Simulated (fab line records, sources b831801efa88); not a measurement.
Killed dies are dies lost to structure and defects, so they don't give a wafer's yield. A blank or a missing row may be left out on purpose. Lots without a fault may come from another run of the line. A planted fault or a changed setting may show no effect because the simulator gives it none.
A struck lot beside a sound one | flow sky130 | 16 steps out of a route of 708
Sound: wafers L389.3, L389.4, L389.5. Struck: wafer L399.6. (L399.1, L399.3 of the same lot were not struck and are left out.) The cause comes at the end.
At each step with rows: each side's tool, then ch and its chambers, then its first start. Under that, the readings that differ: sound wafers | struck wafers | difference of the means | sigmas: that difference in standard deviations of wafers without a fault.
alike: readings whose means differ by less than 2 such deviations, and words and numbers that are the same on both sides. not compared: withheld readings, readings that some wafer has no value for, bounds like >300 that may hide the same value, and numbers for which the record gives no deviation and whose values overlap.
The two part at a step that has a row with sigmas, a row that says differs or no value, or rows on one side only. Numbers that don't overlap but have no deviation are shown without sigmas and don't part them. A reading that every wafer of one side lacks parts them only if that side has two wafers or more.

SKY_SD_N_OVL_MEAS_08:
  sound on overlay-02, day 28 23:20; struck on overlay-02, day 32 10:59
  alike: SD_N_OVL
then, 2 steps without rows for these wafers: SKY_SD_N_IMPLANT_09; SKY_SD_N_IMPLANT_10.
SKY_SD_N_STRIP_11: strips in O2/N2.
  sound on plasma_asher-02 ch 0,1, day 28 23:42; struck on plasma_asher-01 ch 1, day 32 11:20
  reading                      | sound             | struck | difference | sigmas
  strip_time_to_endpoint_s (s) | 22.57 22.47 22.51 | 22.65  | +0.13      | +3
  alike: drypump_motor_current_A, oes_product_au
  not compared: rf_hours_counter_h
SKY_SD_N_TW_MEAS_12:
  sound on film_metro-02, day 28 23:47; struck on film_metro-01, day 32 11:26
  alike: SD_N_TW
then, 1 step without rows for these wafers: SKY_SD_N_CLEAN_13 (cleans in SC1/SC2, time 150 s).
SKY_SD_N_RTA_14: time 2 s.
  sound on rtp_anneal-02 ch 0, day 28 23:54; struck on rtp_anneal-02 ch 0, day 32 11:32
  alike: lamp_power_pct, wafer_temp_C_max
SKY_SD_N_RS_MEAS_16: measures by four-point-probe.
  sound on film_metro-01, day 29 00:05; struck on film_metro-02, day 32 11:43
  reading          | sound             | struck | difference | sigmas
  SD_N_RS (ohm/sq) | 68.53 68.67 68.66 | 68.22  | -0.40      | -3
SKY_SD_N_RS_MEAS_17: measures by four-point-probe.
  sound on film_metro-01, day 29 00:13; struck on film_metro-02, day 32 11:50
  alike: SD_P_RS
SKY_SD_N_RS_MEAS_18: measures by four-point-probe.
  sound on film_metro-01, day 29 00:20; struck on film_metro-02, day 32 11:57
  alike: RES_XHIGH_RS
then, 1 step without rows for these wafers: SKY_SALICIDE_CLEAN_00 (cleans in HF-last, time 30 s).
SKY_LI_CONTACT_HDPCVD_00: deposits PSG, target thk 930 nm, time 155 s.
  sound on hdpcvd-02 ch 0,1,2, day 29 00:26; struck on hdpcvd-02 ch 1, day 32 12:05
  reading                                       | sound             | struck | difference | sigmas
  run_length_s (s)                              | 183.3 182.6 183.2 | 209.3  | +26.3      | +42
  model.PSG_of_LI_CONTACT_HDPCVD_00.thk_nm (nm) | 922.9 922.6 928.3 | 1099   | +174       |
SKY_LI_CONTACT_THK_MEAS_01:
  sound on film_metro-03, day 29 00:33; struck on film_metro-02, day 32 12:25
  reading                    | sound       | struck | difference | sigmas
  LI_CONTACT_HDPCVD_THK (nm) | 923 923 928 | 1099   | +174       | +22
  not compared: hold
SKY_LI_CONTACT_CMP_02: polishes PSG.
  sound on cmp-01 ch 0,3, day 29 00:35; struck on cmp-02 ch 1, day 32 18:03
  reading                | sound          | struck                   | difference                   | sigmas
  hold                   | - - -          | await_dispo/5.5h/release | no value on the sound wafers |
  time_to_endpoint_s (s) | 33.7 29.9 31.0 | 50.0                     | +18.5                        | +8
  alike: motor_current_A
SKY_LI_CONTACT_BOW_MEAS_03:
  sound on film_metro-01, day 29 00:56; struck on film_metro-01, day 32 18:15
  alike: LI_CONTACT_BOW
-- the record jumps here: 16 days lie between the struck wafers' starts before and after (it left off in module LI_CONTACT and takes up again in module PAD_OPEN, whose first step shown is number 708 of the route) --
SKY_PAD_OPEN_PROBE_99:
  the record has rows for the struck wafers here (prober-01, day 48 22:47) and none for the sound ones

WHERE THEY PART
First at SKY_SD_N_STRIP_11; last, within this record, at SKY_PAD_OPEN_PROBE_99.

WHY: what the simulator had put in
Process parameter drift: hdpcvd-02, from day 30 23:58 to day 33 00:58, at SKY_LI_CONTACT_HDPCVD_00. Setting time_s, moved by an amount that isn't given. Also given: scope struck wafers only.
